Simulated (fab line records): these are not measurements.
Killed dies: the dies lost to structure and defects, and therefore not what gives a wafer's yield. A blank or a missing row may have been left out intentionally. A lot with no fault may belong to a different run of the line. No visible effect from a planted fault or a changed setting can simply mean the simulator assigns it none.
Which tool was responsible?	flow gf180mcu	Sampling: 12 lots, 36 wafers, 2 of 602 route steps

WHAT THE GAUGES READ, wafer by wafer
GF_STI_THK_MEAS_02.
lot	measured	on	STI_OXIDATION_THK (nm)
L750	day 1 11:31	filmMetro-03	9.98 10.00 9.88
L751	day 1 16:31	filmMetro-02	9.94 9.83 9.77
L753	day 2 02:31	filmMetro-02	9.43 9.55 9.55
L754	day 2 07:31	filmMetro-04	10.06 10.29 10.27
L757	day 2 22:31	filmMetro-04	13.10 13.04 13.08
L759	day 3 08:31	filmMetro-02	13.10 13.06 13.00
L764	day 4 10:37	filmMetro-03	10.13 10.09 10.02
L766	day 4 20:05	filmMetro-04	10.21 10.13 10.27
L769	day 5 10:31	filmMetro-03	9.96 9.93 10.12
L771	day 5 21:09	filmMetro-03	10.41 10.63 10.56
L772	day 6 02:26	filmMetro-03	10.12 10.13 10.03
L773	day 6 06:32	filmMetro-02	10.02 10.02 10.22

EACH LOT AND THE TOOL THAT RAN IT (in order: tool; ch and the chambers of the sampled wafers; start)
lot	GF_STI_OXIDATION_01
L750	furnace-02 ch 0, day 1 10:07
L751	furnace-01 ch 0, day 1 15:07
L753	furnace-01 ch 0, day 2 01:07
L754	furnace-02 ch 0, day 2 06:07
L757	furnace-01 ch 0, day 2 21:07
L759	furnace-01 ch 0, day 3 07:07
L764	furnace-02 ch 0, day 4 09:12
L766	furnace-02 ch 0, day 4 18:42
L769	furnace-02 ch 0, day 5 09:07
L771	furnace-02 ch 0, day 5 19:45
L772	furnace-01 ch 0, day 6 01:02
L773	furnace-01 ch 0, day 6 05:08
- GF_STI_OXIDATION_01: stabilise 600 s, purge 300 s, target thk 10 nm.

AS READ BY THE TOOLS THEMSELVES (means over the sampled wafers that have a number; for cases with no such wafer, the mark the record gives instead)
GF_STI_OXIDATION_01.
lot	tool	zonePowerBottomPct (%)
L750	furnace-02	25.4
L751	furnace-01	28.0
L753	furnace-01	27.9
L754	furnace-02	25.5
L757	furnace-01	28.1
L759	furnace-01	28.0
L764	furnace-02	25.2
L766	furnace-02	25.3
L769	furnace-02	25.4
L771	furnace-02	25.3
L772	furnace-01	27.9
L773	furnace-01	27.9

THE ANSWER, worked out from the rows above alone
Rule: what is usual is taken from the lots themselves. The widest of any qualifying gaps counts: lots, ordered by their means at a reading, are off when they make up no more than a third of the lots, leave a main group of 4 or more, and stand apart from it by 3 or more times the standard deviation of that group's means. If all means in a main group match to the digits the tables above print for the reading, that group is not used. Also off: a lot with no number at a reading for which 4 or more lots have one. Any other lot the step has rows for is counted as sound. The gauges are gone through in route order, then the tools' own readings, and for those a lot's mean is taken as printed above. At the first step where some lot is off, the reading lying furthest off is the one used; lots without a number count as furthest.
Off: L757, L759, at GF_STI_THK_MEAS_02 (STI_OXIDATION_THK). Main group: mean 10.05 nm, sd 0.25.
If a tool, at a process step before that reading, ran all the lots that are off and no sound lot after the first of them, it fits. Gauges at GF_STI_THK_MEAS_02: tried the same way as those tools. None of those tried fits.

WHAT WAS PUT IN BY THE SIMULATOR
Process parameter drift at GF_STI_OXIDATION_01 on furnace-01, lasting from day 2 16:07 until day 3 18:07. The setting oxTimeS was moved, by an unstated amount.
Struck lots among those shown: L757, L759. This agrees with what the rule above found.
